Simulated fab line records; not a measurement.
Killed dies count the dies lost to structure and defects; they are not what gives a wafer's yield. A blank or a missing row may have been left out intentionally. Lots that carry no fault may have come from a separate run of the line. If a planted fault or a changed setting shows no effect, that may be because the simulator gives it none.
fab line records	flow sky130
record: lots: 6	wafers: 18	last_day: 50
route steps=708 shown LI_CONTACT@375 LOCAL_INTERCONNECT@387 PAD_OPEN@708
lots that met no fault: taken from a fault-free run of the same line
start_h: start of the lot's first displayed wafer, in hours after the record's first day	wait_h: how many hours have passed since the lot's step before this one	" the same as in the row above	L1.1+2: several wafers, shown together as one row	- no value present, or no start provided	* or withheld: withheld	< > ~ a bound
route shown NAME@n: a module of which the file shows steps, and the number in the route of the first	usual: the fault-free wafers' mean and standard deviation	same: alike in all rows	chamber/n: place in a boat	sites: readings site by site	_std_site: standard deviation across them	_edge_site: mean of outer sites minus mean of inner sites	radius_mm: for every site, how far away it sits from the centre of the wafer	mask NAME#n: copy n	behind: the tool/chamber that last shaped the wafer	hold: the reason the lot was held/the length of the hold in hours/how it ended	device: which transistor (n, p or np) failed to switch	end of line: tests of these same wafers at the route's end	a step without rows: its recipe alone	killed: dies that structure and defects cost at the first sort, which is not the same as the wafer's yield	map: dies across one wafer; x = killed, . = not, _ = none there
set.NAME: the run value of the setting; set.NAME@STEP: its run value at that earlier step	model.NAME: the simulator's own value behind a step, which no gauge read
lots at some steps of the route; a table a step, a row a wafer
services: a tool's chamber out of use, with start hour (start_h, from the record's first day; less than 0 if before it), hours out, and reason
== steps ==
step: SKY_LI_CONTACT_OVL_MEAS_13
usual: LI_CONTACT_OVL: -6/5.5
lot.wafer	tool	chamber	start_h	wait_h	LI_CONTACT_OVL[nm]
L340.1	overlay-01	-	741.10	0.1	-7
L340.3	"	-	"	"	-5
L340.6	"	-	"	"	-8
L347.3	overlay-01	-	789.18	0.1	-7
L347.4	"	-	"	"	0
L347.5	"	-	"	"	-7
L350.4	overlay-01	-	807.42	0.1	-1
L350.5	"	-	"	"	-5
L350.6	"	-	"	"	-6
L351.3	overlay-01	-	812.63	0.1	-13
L351.5	"	-	"	"	-2
L351.6	"	-	"	"	-3
L353.1	overlay-01	-	821.91	0.1	0
L353.4	"	-	"	"	-10
L353.5	"	-	"	"	-2
L357.1	overlay-01	-	862.98	0.1	-17
L357.4	"	-	"	"	-9
L357.6	"	-	"	"	-4
step: SKY_LI_CONTACT_ETCH_14
recipe: chemistry: N2/H2	target: BARC	ion_energy_ev: 200	source_w: 500	bias_w: 100	pressure_mtorr: 30	n2_flow_sccm: 100	h2_flow_sccm: 200	stop_on: SiO2	time_s: 45.9	target_depth_a: 600
usual: drypump_motor_current_A: 5.9/0.48	oes_product_au: 0.855/0.0044	throttle_valve_pct: 13.225/0.0092
lot.wafer	tool	chamber	start_h	wait_h	drypump_motor_current_A	oes_product_au	rf_hours_counter_h	throttle_valve_pct
L340.1	rie_diel-01	0	741.14	0.0	5.2	0.859	11	13.239
L340.3	"	1	"	"	5.4	0.860	14	13.211
L340.6	"	3	"	"	6.7	0.849	-	13.240
L347.3	rie_diel-02	0	789.21	0.0	5.6	0.856	18	13.225
L347.4	"	1	"	"	6.1	0.858	15	13.226
L347.5	"	1	"	"	6.1	0.858	-	13.234
L350.4	rie_diel-02	1	807.46	0.0	6.1	0.862	-	13.229
L350.5	"	0	"	"	5.6	0.862	-	13.227
L350.6	"	2	"	"	6.3	0.858	-	13.224
L351.3	rie_diel-02	0	812.66	0.0	5.6	0.850	18	13.225
L351.5	"	2	"	"	6.4	0.847	-	13.212
L351.6	"	0	"	"	5.6	0.851	-	13.218
L353.1	rie_diel-04	0	821.94	0.0	5.6	0.856	1	13.224
L353.4	"	1	"	"	5.6	0.853	15	13.233
L353.5	"	1	"	"	5.6	0.861	-	13.216
L357.1	rie_diel-01	0	863.02	0.0	5.2	0.854	15	13.234
L357.4	"	2	"	"	5.6	0.850	10	13.220
L357.6	"	0	"	"	5.3	0.859	-	13.231
step: SKY_LI_CONTACT_ETCH_15
recipe: target: PSG	chemistry: C4F8/O2/Ar	stop_on: Si	taper_deg: 4.15	mask_material: KrF-thick	source_w: 1500	bias_w: 1200	pressure_mtorr: 40	c4f8_flow_sccm: withheld	O2_flow_sccm: 6	Ar_flow_sccm: 300	time_s: withheld	target_depth_a: 6000
usual: oes_product_au: 0.838/0.0041
lot.wafer	tool	chamber	start_h	wait_h	oes_product_au
L340.1	rie_diel-01	0	741.18	0.0	0.835
L340.3	"	1	"	"	0.834
L340.6	"	3	"	"	0.843
L347.3	rie_diel-02	0	789.25	0.0	0.837
L347.4	"	1	"	"	0.837
L347.5	"	1	"	"	0.835
L350.4	rie_diel-02	1	807.53	0.0	0.836
L350.5	"	0	"	"	0.838
L350.6	"	2	"	"	0.837
L351.3	rie_diel-02	0	812.70	0.0	0.842
L351.5	"	2	"	"	0.834
L351.6	"	0	"	"	0.836
L353.1	rie_diel-04	0	821.98	0.0	0.834
L353.4	"	1	"	"	0.833
L353.5	"	1	"	"	0.842
L357.1	rie_diel-01	0	863.06	0.0	0.839
L357.4	"	2	"	"	0.842
L357.6	"	0	"	"	0.836
step: SKY_LI_CONTACT_STRIP_16
recipe: chemistry: O2/N2	power_w: 1400	pressure_mtorr: 1500	platen_temp_c: withheld	o2_flow_sccm: 3000	n2_flow_sccm: 300	overash_fraction: 0.5
step: SKY_LI_CONTACT_CLEAN_17
recipe: chemistry: NMP	time_s: 600	temp_c: 60	dry: n2_spin
step: SKY_LI_CONTACT_PRE_CLEAN_18
recipe: gas: Ar	time_s: 5.6	bias_v: 358
step: SKY_LI_CONTACT_SPUTTER_19
recipe: material: Ti	target_thk_nm: 20	chamber_pressure_pa: 5	power_w: 2500	substrate_temp_c: 200	time_s: 106.37
usual: cathode_dc_power_W: 2500.0/0.47	throttle_valve_pct: 29.9/1.2
lot.wafer	tool	chamber	start_h	wait_h	cathode_dc_power_W	throttle_valve_pct
L340.1	pvd_sputter-04	-	741.58	0.0	2500.5	28.5
L340.3	"	-	"	"	2499.9	28.4
L340.6	"	-	"	"	2500.4	31.7
L347.3	pvd_sputter-01	-	789.65	0.0	2500.5	29.8
L347.4	"	-	"	"	2498.9	28.6
L347.5	"	-	"	"	2499.9	29.7
L350.4	pvd_sputter-01	-	807.86	0.0	2499.6	29.9
L350.5	"	-	"	"	2499.1	28.7
L350.6	"	-	"	"	2500.1	31.5
L351.3	pvd_sputter-04	-	813.10	0.0	2499.5	28.9
L351.5	"	-	"	"	2500.4	31.7
L351.6	"	-	"	"	2499.6	28.4
L353.1	pvd_sputter-03	-	822.38	0.0	2499.9	29.7
L353.4	"	-	"	"	2500.3	31.1
L353.5	"	-	"	"	2500.5	28.2
L357.1	pvd_sputter-04	-	863.44	0.0	2500.9	28.5
L357.4	"	-	"	"	2500.6	28.3
L357.6	"	-	"	"	2500.6	28.4
step: SKY_LI_CONTACT_SPUTTER_20
recipe: material: TiN	target_thk_nm: 20	chamber_pressure_pa: 5	power_w: 4000	time_s: 80
usual: cathode_dc_power_W: 4000.0/0.63	throttle_valve_pct: 29.9/1.3
lot.wafer	tool	chamber	start_h	wait_h	cathode_dc_power_W	throttle_valve_pct
L340.1	pvd_sputter-04	-	741.65	0.0	4000.0	28.3
L340.3	"	-	"	"	3999.6	28.4
L340.6	"	-	"	"	3999.8	31.9
L347.3	pvd_sputter-01	-	789.72	0.0	4000.1	30.0
L347.4	"	-	"	"	4000.2	28.4
L347.5	"	-	"	"	4000.2	29.8
L350.4	pvd_sputter-01	-	807.94	0.0	4000.3	29.8
L350.5	"	-	"	"	4000.7	28.4
L350.6	"	-	"	"	4000.0	31.3
L351.3	pvd_sputter-04	-	813.17	0.0	3999.6	28.9
L351.5	"	-	"	"	3999.6	31.8
L351.6	"	-	"	"	4000.6	28.5
L353.1	pvd_sputter-03	-	822.46	0.0	3999.2	29.8
L353.4	"	-	"	"	3999.5	31.2
L353.5	"	-	"	"	4000.1	28.1
L357.1	pvd_sputter-04	-	863.51	0.0	3999.9	28.2
L357.4	"	-	"	"	3999.4	28.4
L357.6	"	-	"	"	3998.7	28.5
step: SKY_LI_CONTACT_CVD_21
recipe: material: W	target_thk_nm: 400	time_s: 120.56	temp_c: 400	pressure_torr: 40
usual: heater_power_w: 874/82
lot.wafer	tool	chamber	start_h	wait_h	heater_power_w
L340.1	cvd_w-01	0	741.72	0.0	905
L340.3	"	0	"	"	920
L340.6	"	0	"	"	891
L347.3	cvd_w-02	1	789.82	0.1	806
L347.4	"	0	"	"	790
L347.5	"	1	"	"	789
L350.4	cvd_w-02	1	808.04	0.1	813
L350.5	"	0	"	"	803
L350.6	"	1	"	"	837
L351.3	cvd_w-01	0	813.27	0.1	904
L351.5	"	1	"	"	974
L351.6	"	0	"	"	905
L353.1	cvd_w-02	1	822.52	0.0	838
L353.4	"	0	"	"	795
L353.5	"	0	"	"	801
L357.1	cvd_w-01	1	863.57	0.0	1009
L357.4	"	1	"	"	1024
L357.6	"	1	"	"	993
step: SKY_LI_CONTACT_RS_MEAS_22
recipe: thk_meas_gauge: four-point-probe	reads: W_of_LI_CONTACT_CVD_21+TiN_of_LI_CONTACT_SPUTTER_20+Ti_of_LI_CONTACT_SPUTTER_19
usual: LI_CONTACT_W_RS: 0.285/0.0054
lot.wafer	tool	chamber	start_h	wait_h	LI_CONTACT_W_RS[ohm/sq]
L340.1	film_metro-01	-	741.84	0.1	0.279
L340.3	"	-	"	"	0.282
L340.6	"	-	"	"	0.279
L347.3	film_metro-01	-	789.95	0.1	0.277
L347.4	"	-	"	"	0.289
L347.5	"	-	"	"	0.278
L350.4	film_metro-01	-	808.19	0.1	0.278
L350.5	"	-	"	"	0.292
L350.6	"	-	"	"	0.278
L351.3	film_metro-04	-	813.40	0.1	0.289
L351.5	"	-	"	"	0.284
L351.6	"	-	"	"	0.288
L353.1	film_metro-01	-	822.64	0.1	0.277
L353.4	"	-	"	"	0.285
L353.5	"	-	"	"	0.287
L357.1	film_metro-04	-	863.70	0.1	0.285
L357.4	"	-	"	"	0.286
L357.6	"	-	"	"	0.284
step: SKY_LI_CONTACT_THK_MEAS_23
recipe: thk_meas_gauge: xrf	reads: W_of_LI_CONTACT_CVD_21
usual: LI_CONTACT_W_THK: 387/7.5
lot.wafer	tool	chamber	start_h	wait_h	LI_CONTACT_W_THK[nm]
L340.1	film_metro-01	-	741.96	0.1	388
L340.3	"	-	"	"	383
L340.6	"	-	"	"	390
L347.3	film_metro-01	-	790.05	0.1	396
L347.4	"	-	"	"	382
L347.5	"	-	"	"	394
L350.4	film_metro-01	-	808.28	0.1	399
L350.5	"	-	"	"	382
L350.6	"	-	"	"	398
L351.3	film_metro-04	-	813.50	0.1	380
L351.5	"	-	"	"	389
L351.6	"	-	"	"	379
L353.1	film_metro-01	-	822.76	0.1	396
L353.4	"	-	"	"	389
L353.5	"	-	"	"	385
L357.1	film_metro-04	-	863.82	0.1	387
L357.4	"	-	"	"	385
L357.6	"	-	"	"	385
step: SKY_LI_CONTACT_CMP_24
recipe: stop_on: PSG	t_overpolish_s: 20	down_force_psi: 3.5	platen_rpm: 60	target_thk_nm: 0	pad_velocity_m_s: 0.94248
step: SKY_LOCAL_INTERCONNECT_SPUTTER_00
recipe: material: TiN	target_thk_nm: 100	temp_c: 300	power_w: 6500	time_s: 83.3	chamber_pressure_pa: 0.4
usual: cathode_dc_power_W: 6499.8/1.2	throttle_valve_pct: 29.8/1.2
lot.wafer	tool	chamber	start_h	wait_h	cathode_dc_power_W	throttle_valve_pct	model.TiN_of_LOCAL_INTERCONNECT_SPUTTER_00.thk_nm
L340.1	pvd_sputter-02	-	742.32	0.1	6500.0	29.9	99.52
L340.3	"	-	"	"	6499.0	29.5	99.64
L340.6	"	-	"	"	6500.5	31.3	100.1
L347.3	pvd_sputter-02	-	790.39	0.2	6500.4	29.3	100.8
L347.4	"	-	"	"	6499.4	29.8	101.1
L347.5	"	-	"	"	6501.5	29.8	100.5
L350.4	pvd_sputter-02	-	808.85	0.2	7455.2	29.2	114.8
L350.5	"	-	"	"	7458.7	29.9	112.8
L350.6	"	-	"	"	7456.4	30.1	114.2
L351.3	pvd_sputter-03	-	813.84	0.2	6500.8	30.9	99.93
L351.5	"	-	"	"	6501.5	31.1	99.92
L351.6	"	-	"	"	6498.8	29.6	98.93
L353.1	pvd_sputter-02	-	823.12	0.2	7458.4	30.0	115.3
L353.4	"	-	"	"	7457.6	29.1	114.8
L353.5	"	-	"	"	7458.4	29.2	115.7
L357.1	pvd_sputter-03	-	864.18	0.1	6500.3	29.5	99.07
L357.4	"	-	"	"	6500.6	31.2	99.66
L357.6	"	-	"	"	6498.6	28.3	99.9
step: SKY_LOCAL_INTERCONNECT_RS_MEAS_01
recipe: thk_meas_gauge: four-point-probe	reads: TiN_of_LOCAL_INTERCONNECT_SPUTTER_00
usual: LOCAL_INTERCONNECT_TIN_RS: 14.11/0.13
lot.wafer	tool	chamber	start_h	wait_h	LOCAL_INTERCONNECT_TIN_RS[ohm/sq]
L340.1	film_metro-02	-	742.38	0.0	14.17
L340.3	"	-	"	"	14.18
L340.6	"	-	"	"	14.15
L347.3	film_metro-02	-	790.49	0.1	14.02
L347.4	"	-	"	"	13.96
L347.5	"	-	"	"	14.05
L350.4	film_metro-02	-	808.97	0.1	12.24
L350.5	"	-	"	"	12.45
L350.6	"	-	"	"	12.29
L351.3	film_metro-03	-	813.94	0.1	14.15
L351.5	"	-	"	"	14.16
L351.6	"	-	"	"	14.31
L353.1	film_metro-01	-	823.18	0.0	12.17
L353.4	"	-	"	"	12.23
L353.5	"	-	"	"	12.14
L357.1	film_metro-03	-	864.24	0.0	14.28
L357.4	"	-	"	"	14.18
L357.6	"	-	"	"	14.14
step: SKY_LOCAL_INTERCONNECT_THK_MEAS_02
recipe: thk_meas_gauge: xrf	reads: TiN_of_LOCAL_INTERCONNECT_SPUTTER_00
usual: LOCAL_INTERCONNECT_TIN_THK: 98.1/0.88
lot.wafer	tool	chamber	start_h	wait_h	LOCAL_INTERCONNECT_TIN_THK[nm]
L340.1	film_metro-02	-	742.50	0.1	97.9
L340.3	"	-	"	"	97.9
L340.6	"	-	"	"	98.3
L347.3	film_metro-02	-	790.59	0.1	98.6
L347.4	"	-	"	"	98.8
L347.5	"	-	"	"	98.9
L350.4	film_metro-02	-	809.06	0.1	112.1
L350.5	"	-	"	"	110.6
L350.6	"	-	"	"	112.5
L351.3	film_metro-03	-	814.04	0.1	98.6
L351.5	"	-	"	"	98.1
L351.6	"	-	"	"	97.4
L353.1	film_metro-01	-	823.30	0.1	112.9
L353.4	"	-	"	"	112.3
L353.5	"	-	"	"	113.5
L357.1	film_metro-03	-	864.36	0.1	97.1
L357.4	"	-	"	"	98.2
L357.6	"	-	"	"	98.1
step: SKY_LOCAL_INTERCONNECT_DEHYDRATE_03
recipe: temp_c: 200	time_s: 60
step: SKY_LOCAL_INTERCONNECT_HMDS_04
recipe: prime_time_s: 60	prime_temp_c: 120
step: SKY_LOCAL_INTERCONNECT_COAT_05
recipe: resist: BARC	temp_c: withheld	time_s: withheld	spin_rpm: 3000	resist_thk_nm: 60
step: SKY_LOCAL_INTERCONNECT_COAT_06
recipe: resist: KrF-thick	spin_rpm: 3000	resist_thk_nm: 450
step: SKY_LOCAL_INTERCONNECT_SOFTBAKE_07
recipe: temp_c: 100	time_s: 90	resist: KrF-thick
step: SKY_LOCAL_INTERCONNECT_EXPOSE_08
recipe: mask_id: LI1M	na: 0.8	source_shape: annular	sigma_inner: 0.55	sigma_outer: 0.85	target_cd_nm: 170	dose_mj: 28
step: SKY_LOCAL_INTERCONNECT_PEB_09
recipe: peb_temp_c: withheld	peb_time_s: withheld	resist: KrF-thick
step: SKY_LOCAL_INTERCONNECT_DEVELOP_10
recipe: develop_time_s: 60	resist: KrF-thick	dev_temp_c: 21
step: SKY_LOCAL_INTERCONNECT_CD_MEAS_11
recipe: target_cd_nm: 170
usual: cd_nm: 169.6/1.7
lot.wafer	tool	chamber	start_h	wait_h	cd_nm
L340.1	cd_sem-01	-	769.46	-	165.5
L340.3	"	-	"	"	166.4
L340.6	"	-	"	"	167.6
L347.3	cd_sem-02	-	815.48	-	171.2
L347.4	"	-	"	"	170.9
L347.5	"	-	"	"	169.5
L350.4	cd_sem-01	-	834.45	-	168.4
L350.5	"	-	"	"	167.3
L350.6	"	-	"	"	169.0
L351.3	cd_sem-01	-	840.08	-	169.9
L351.5	"	-	"	"	169.7
L351.6	"	-	"	"	171.6
L353.1	cd_sem-02	-	850.34	-	170.0
L353.4	"	-	"	"	168.4
L353.5	"	-	"	"	169.3
L357.1	cd_sem-01	-	890.06	-	170.3
L357.4	"	-	"	"	169.5
L357.6	"	-	"	"	169.8
step: SKY_LOCAL_INTERCONNECT_OVL_MEAS_12
usual: LOCAL_INTERCONNECT_OVL: -2/5.5
lot.wafer	tool	chamber	start_h	wait_h	LOCAL_INTERCONNECT_OVL[nm]
L340.1	overlay-02	-	769.58	0.1	3
L340.3	"	-	"	"	-1
L340.6	"	-	"	"	-5
L347.3	overlay-02	-	815.57	0.1	-8
L347.4	"	-	"	"	-1
L347.5	"	-	"	"	1
L350.4	overlay-01	-	834.52	0.1	7
L350.5	"	-	"	"	-6
L350.6	"	-	"	"	2
L351.3	overlay-01	-	840.17	0.1	-9
L351.5	"	-	"	"	-7
L351.6	"	-	"	"	-2
L353.1	overlay-01	-	850.46	0.1	-7
L353.4	"	-	"	"	4
L353.5	"	-	"	"	2
L357.1	overlay-02	-	890.18	0.1	6
L357.4	"	-	"	"	0
L357.6	"	-	"	"	-4
step: SKY_LOCAL_INTERCONNECT_ETCH_13
recipe: chemistry: N2/H2	target: BARC	ion_energy_ev: 200	bias_w: 100	pressure_mtorr: 30	n2_flow_sccm: 100	h2_flow_sccm: 200	icp_w: 500	stop_on: SiO2	time_s: 45.9	target_depth_a: 600
step: SKY_LOCAL_INTERCONNECT_METAL_ETCH_14
recipe: target_depth_nm: 110	stop_on: PSG	chemistry: Cl2/BCl3	target: TiN	resist_sidewall_deg: 88	pressure_mtorr: 10	icp_w: 900	bias_w: 48.5	Cl2_flow_sccm: 60	bcl3_flow_sccm: 30	time_s: 31.4
usual: drypump_motor_current_A: 5.9/0.37	mfc_cl2_sccm: 60.01/0.2	oes_product_au: 0.941/0.0064	throttle_valve_pct: 21.902/0.0094
lot.wafer	tool	chamber	start_h	wait_h	drypump_motor_current_A	mfc_cl2_sccm	oes_product_au	rf_hours_counter_h	throttle_valve_pct
L340.1	rie_metal-03	0	769.68	0.0	5.9	59.71	0.944	13	21.900
L340.3	"	0	"	"	5.9	59.55	0.941	-	21.896
L340.6	"	1	"	"	6.0	59.75	0.948	-	21.896
L347.3	rie_metal-03	1	815.67	0.0	6.0	59.98	0.949	-	21.898
L347.4	"	0	"	"	5.9	59.82	0.947	-	21.914
L347.5	"	0	"	"	5.9	59.93	0.941	-	21.895
L350.4	rie_metal-04	0	834.62	0.0	6.2	60.19	0.997	-	21.881
L350.5	"	0	"	"	6.2	60.16	0.993	-	21.871
L350.6	"	1	"	"	5.1	60.05	1.001	-	21.871
L351.3	rie_metal-02	1	840.27	0.0	6.1	60.11	0.940	-	21.897
L351.5	"	1	"	"	6.2	60.05	0.945	-	21.911
L351.6	"	0	"	"	6.0	60.05	0.940	-	21.908
L353.1	rie_metal-04	1	850.55	0.0	5.1	59.87	0.990	8	21.872
L353.4	"	0	"	"	6.2	60.02	1.007	-	21.864
L353.5	"	1	"	"	5.1	59.80	0.992	-	21.859
L357.1	rie_metal-02	0	890.34	0.1	6.0	60.00	0.942	4	21.911
L357.4	"	0	"	"	6.0	59.89	0.943	-	21.911
L357.6	"	0	"	"	6.0	59.93	0.938	-	21.894
step: SKY_LOCAL_INTERCONNECT_STRIP_15
recipe: chemistry: O2/N2	power_w: 1400	pressure_mtorr: 1500	platen_temp_c: withheld	o2_flow_sccm: 3000	n2_flow_sccm: 300	overash_fraction: 0.5
step: SKY_LOCAL_INTERCONNECT_STRIP_16
recipe: chemistry: post_etch_residue_remover	time_s: 1200	temp_c: 72.5
lot.wafer	tool	chamber	start_h	wait_h	model.TiN_of_LOCAL_INTERCONNECT_SPUTTER_00.thk_nm
L340.1	wet_bench-01	3	769.83	0.1	99.09
L340.3	"	3	"	"	99.21
L340.6	"	3	"	"	99.71
L347.3	wet_bench-01	1	815.81	0.0	100.3
L347.4	"	1	"	"	100.6
L347.5	"	1	"	"	100.1
L350.4	wet_bench-01	1	834.76	0.0	114.4
L350.5	"	1	"	"	112.4
L350.6	"	1	"	"	113.7
L351.3	wet_bench-03	3	840.41	0.0	99.51
L351.5	"	3	"	"	99.5
L351.6	"	3	"	"	98.51
L353.1	wet_bench-03	2	850.71	0.1	114.8
L353.4	"	2	"	"	114.4
L353.5	"	2	"	"	115.3
L357.1	wet_bench-02	0	890.54	0.1	98.65
L357.4	"	0	"	"	99.24
L357.6	"	0	"	"	99.48
step: SKY_LOCAL_INTERCONNECT_CLEAN_17
recipe: chemistry: IPA	time_s: 180	temp_c: 25
step: SKY_PAD_OPEN_PROBE_99
usual: killed_at_M0_to_M3: 43/6.8	killed_at_M4_up: 3.2/1.8	killed_at_contacts: 24/6.2	killed_at_front_end: 15/4.7	killed_at_other: 0.4/0.63	killed_dies: 86/9.6	killed_open: 47/6.9	killed_short: 39/6.3
same: gross_dies: 492	killed_at_back_side: 0
lot.wafer	tool	chamber	start_h	wait_h	killed_at_M0_to_M3	killed_at_M4_up	killed_at_contacts	killed_at_front_end	killed_at_other	killed_dies	killed_open	killed_short
L353.4	prober-02	-	1178.23	0.2	53	6	19	14	0	92	40	52
L353.5	prober-02	-	1178.28	0.2	48	1	26	9	1	85	49	36
killed by level:class
L353.4 METAL2:geometric_particle:short=9 VIA3:geometric_particle:open=7 LI_CONTACT:geometric_particle:open=6 METAL1:geometric_particle:short=6 VIA2:geometric_particle:open=6 VIA2:geometric_particle:short=5 CONTACT:geometric_particle:open=5 VIA3:geometric_particle:short=5
L353.5 VIA1:geometric_particle:open=12 VIA3:geometric_particle:open=12 CONTACT:geometric_particle:open=11 CONTACT:geometric_particle:short=7 METAL1:geometric_particle:short=7 VIA1:geometric_particle:short=6 LOCAL_INTERCONNECT:geometric_particle:short=5 VIA2:geometric_particle:open=5
== services ==
tool	chamber	start_h	hours	kind
rie_diel-01	0	719.81	10.0	repair
rie_metal-03	-	730.67	0.6	repair
pvd_sputter-01	-	742.84	2.4	repair
rie_metal-03	-	746.87	1.4	pm
rie_diel-04	2	761.99	6.4	repair
cvd_w-01	-	764.03	6.9	pm
rie_diel-02	-	780.89	0.5	repair
cvd_w-02	0	782.02	5.4	repair
pvd_sputter-04	-	783.67	8.1	repair
rie_diel-01	0	784.14	9.5	repair
rie_metal-04	-	787.46	0.1	repair
pvd_sputter-03	-	789.45	3.3	repair
rie_diel-01	-	791.67	2.8	pm
rie_diel-02	2	814.58	6.8	repair
cvd_w-01	-	814.64	1.0	repair
rie_diel-01	0	818.92	8.0	repair
pvd_sputter-01	-	831.39	9.1	repair
rie_metal-04	-	835.32	0.7	repair
pvd_sputter-01	-	837.31	6.6	repair
pvd_sputter-01	-	854.90	13.0	repair
rie_metal-02	1	863.70	17.8	repair
rie_diel-02	2	867.48	40.0	repair
pvd_sputter-04	-	883.74	1.3	repair
cvd_w-01	-	890.37	1.3	repair
== key ==
first_sign: step: SKY_LOCAL_INTERCONNECT_SPUTTER_00	reading: cathode_dc_power_W	direction: up	sigmas: 99+	usual: 6499.8	struck: 7457.4
effect: step: SKY_LOCAL_INTERCONNECT_RS_MEAS_01	reading: LOCAL_INTERCONNECT_TIN_RS	direction: down	sigmas: 14	usual: 14.11	struck: 12.25
effect: step: SKY_LOCAL_INTERCONNECT_THK_MEAS_02	reading: LOCAL_INTERCONNECT_TIN_THK	direction: up	sigmas: 16	usual: 98.1	struck: 112.3
effect: step: SKY_LOCAL_INTERCONNECT_METAL_ETCH_14	reading: oes_product_au	direction: up	sigmas: 8.6	usual: 0.941	struck: 0.997
model_effect: step: SKY_LOCAL_INTERCONNECT_SPUTTER_00	value: TiN_of_LOCAL_INTERCONNECT_SPUTTER_00.thk_nm	without: 99.87	struck: 114.6
model_effect: step: SKY_LOCAL_INTERCONNECT_STRIP_16	value: TiN_of_LOCAL_INTERCONNECT_SPUTTER_00.thk_nm	without: 99.45	struck: 114.2
met_at SKY_LOCAL_INTERCONNECT_SPUTTER_00
struck_wafers L350.4,L350.5,L350.6,L353.1,L353.4,L353.5
tester_left_out L350,L353
onset_between 790.39 808.85
fault: kind: process_parameter_drift	tool: pvd_sputter-02	chamber: -	onset_h: 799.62	steps: SKY_LOCAL_INTERCONNECT_SPUTTER_00	channel: power_w	offset: *	shape: step	end_h: 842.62	acts_in: *	stated: *
tester_left_out: of these lots the tester's yield and bins aren't shown, on N5 and GAA mostly nor the transistor test; their killed dies are dies lost to structure and defects alone, not to doping, threshold or leakage, so they don't give the yield
